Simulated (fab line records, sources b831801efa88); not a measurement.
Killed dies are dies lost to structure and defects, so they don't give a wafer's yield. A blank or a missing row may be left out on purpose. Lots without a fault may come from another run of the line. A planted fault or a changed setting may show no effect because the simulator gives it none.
Which tool did it? | flow gf180mcu | 6 lots, 18 wafers sampled, at 3 steps of a route of 602

WHAT THE GAUGES READ, wafer by wafer
GF_M1_CD_MEAS_14: target cd 230 nm.
lot  | measured     | on        | cd_nm (nm)
L578 | day 17 12:46 | cd_sem-01 | 229.3 230.6 229.7
L580 | day 18 05:11 | cd_sem-01 | 229.1 229.7 228.6
L582 | day 18 23:10 | cd_sem-02 | 229.3 229.1 231.2
L587 | day 21 00:31 | cd_sem-02 | 203.8 194.0 220.3
L592 | day 22 18:11 | cd_sem-02 | 229.3 229.4 229.3
L598 | day 24 10:55 | cd_sem-02 | 229.6 227.9 229.3

WHICH TOOL RAN EACH LOT (tool, then ch and the chambers of the sampled wafers, then the start)
lot  | GF_CONTACT_ETCH_17                            | GF_M1_EXPOSE_11
L578 | rie_diel-04 ch 0,1,2, day 17 01:35 or earlier | krf_scanner-01 ch 0, day 17 01:35
L580 | rie_diel-02 ch 0,1, day 17 18:00 or earlier   | krf_scanner-02 ch 0, day 17 18:00
L582 | rie_diel-02 ch 1,2, day 18 11:21 or earlier   | krf_scanner-02 ch 0, day 18 11:21
L587 | rie_diel-03 ch 1,2, day 20 12:42 or earlier   | krf_scanner-02 ch 0, day 20 12:42
L592 | rie_diel-02 ch 2,3, day 22 07:04 or earlier   | krf_scanner-01 ch 0, day 22 07:04
L598 | rie_diel-03 ch 0,3, day 24 01:27 or earlier   | krf_scanner-01 ch 0, day 24 01:27
- GF_CONTACT_ETCH_17: etches SiO2 in C4F8/O2/Ar, stops on CoSi2, target depth 860 nm.
- GF_M1_EXPOSE_11: exposes mask Metal1, target cd 230 nm.

THE ANSWER, worked out from the rows above alone
Rule: what is usual is taken from the lots themselves. Put in order of their means at a reading, lots are off if they are a third of the lots or fewer, leave a main group of 4 or more, and stand apart from it by a gap of 3 or more times the standard deviation of the main group's means; of several such gaps the widest counts. A main group whose means are all the same, to the digits that the tables above print for the reading, isn't used. A lot without any number at a reading at which 4 lots or more have one is off too. The other lots that the step has rows for count as sound.
Off: L587, at GF_M1_CD_MEAS_14 (cd_nm). The main group: mean 229.4 nm, standard deviation 0.38.
A tool fits if, at a process step before that reading, it ran every lot that is off, and no sound lot after the first of them. The gauges at GF_M1_CD_MEAS_14 are tried like those tools. GF_CONTACT_ETCH_17 gives no start for some lots, so the hours and the order of its lots are those of GF_M1_EXPOSE_11. One fits: krf_scanner-02 at GF_M1_EXPOSE_11. Its last sound lot is L582 (day 18 11:21), its first lot that is off L587 (day 20 12:42): a fault that began between those two fits.

WHAT THE SIMULATOR HAD PUT IN
Process parameter drift: krf_scanner-02, from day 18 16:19 on, at GF_M1_EXPOSE_11. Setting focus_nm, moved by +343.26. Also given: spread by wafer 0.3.
Lots struck among those shown: L587. The rule above found the same.
